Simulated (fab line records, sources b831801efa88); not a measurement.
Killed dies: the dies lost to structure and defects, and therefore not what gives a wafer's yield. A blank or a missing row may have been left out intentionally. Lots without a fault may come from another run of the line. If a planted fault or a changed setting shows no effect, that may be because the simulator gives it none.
Struck lot and sound lot, side by side :: flow gf180mcu :: 15 steps out of a route of 602
Sound: these wafers, L229.3, L229.4, L229.5. Wafers L242.3, L242.4, L242.5 were the ones struck. Last of all comes the cause.
Per side, at each step with rows, come the tool, then ch with its chambers, and then its first start. Under that, the readings that differ: sound wafers :: struck wafers :: difference of the means :: sigmas: that difference in standard deviations of wafers without a fault.
alike: a reading whose means differ by less than 2 such deviations, as well as words and numbers matching on both sides. not compared: withheld readings; readings where some wafer has no value; bounds like >300 that might hide an equal value; numbers whose values overlap and for which the record gives no deviation.
A row with sigmas, a row that says differs or no value, or rows on one side alone: a step with any of these is where the two part. Numbers that don't overlap but have no deviation are shown without sigmas and don't part them. A reading that every wafer of one side lacks parts them only if that side has two wafers or more.

GF_V3_THK_MEAS_01:
  sound on film_metro-01, day 23 07:55; struck on film_metro-01, day 28 00:05
  alike: V3_CVD_00_THK
GF_V3_CVD_02: deposits SiO2 from TEOS, target thk 850 nm, time 94.851 s.
  sound on pecvd-03 ch 0,2, day 23 07:57; struck on pecvd-03 ch 0,1, day 28 00:07
  alike: heater_power_w, rf_fwd_power_W
GF_V3_THK_MEAS_03:
  sound on film_metro-01, day 23 08:02; struck on film_metro-04, day 28 00:13
  alike: V3_CVD_02_THK
GF_V3_CMP_04: polishes SiO2.
  sound on cmp-01 ch 1,2,3, day 23 08:05; struck on cmp-01 ch 1,2, day 28 00:15
  alike: motor_current_A, time_to_endpoint_s
GF_V3_BOW_MEAS_05:
  sound on film_metro-01, day 23 08:25; struck on film_metro-01, day 28 00:35
  alike: V3_BOW
then, 7 steps without rows for these wafers: GF_V3_DEHYDRATE_06 (time 60 s); GF_V3_HMDS_07 (prime time 60 s); GF_V3_COAT_08; GF_V3_COAT_09 (resist thk 1000 nm); GF_V3_SOFTBAKE_10 (time 60 s); GF_V3_EXPOSE_11 (exposes mask Via3, target cd 260 nm); GF_V3_PEB_12 (peb time 90 s).
GF_V3_DEVELOP_13: develop time 60 s.
  sound on litho_track-01 ch 0, day 24 07:08; struck on litho_track-03 ch 0, day 28 19:42
reading: developer_temp_C (C)
sound: 21.20 20.99 21.05
struck: 20.10 20.05 20.19
difference: -0.97
sigmas: -8
GF_V3_CD_MEAS_14: the cd target is 260 nm.
  sound on cd_sem-02, day 24 07:16; struck on cd_sem-02, day 28 19:50
  alike: cd_nm
-- the record jumps here: 5 days lie between the struck wafers' starts before and after (it left off in module V3 and takes up again in module PASSIVATION, whose first step shown is number 602 of the route) --
GF_PASSIVATION_PROBE_99:
  the record has rows for the struck wafers here (prober-01, day 34 07:29) and none for the sound ones

== WHERE THEY PART ==
Earliest at GF_V3_DEVELOP_13; latest, in this record, at GF_PASSIVATION_PROBE_99.

WHY: the cause the simulator had injected
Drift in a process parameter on litho_track-03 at GF_V3_DEVELOP_13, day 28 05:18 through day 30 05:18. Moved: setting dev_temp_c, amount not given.
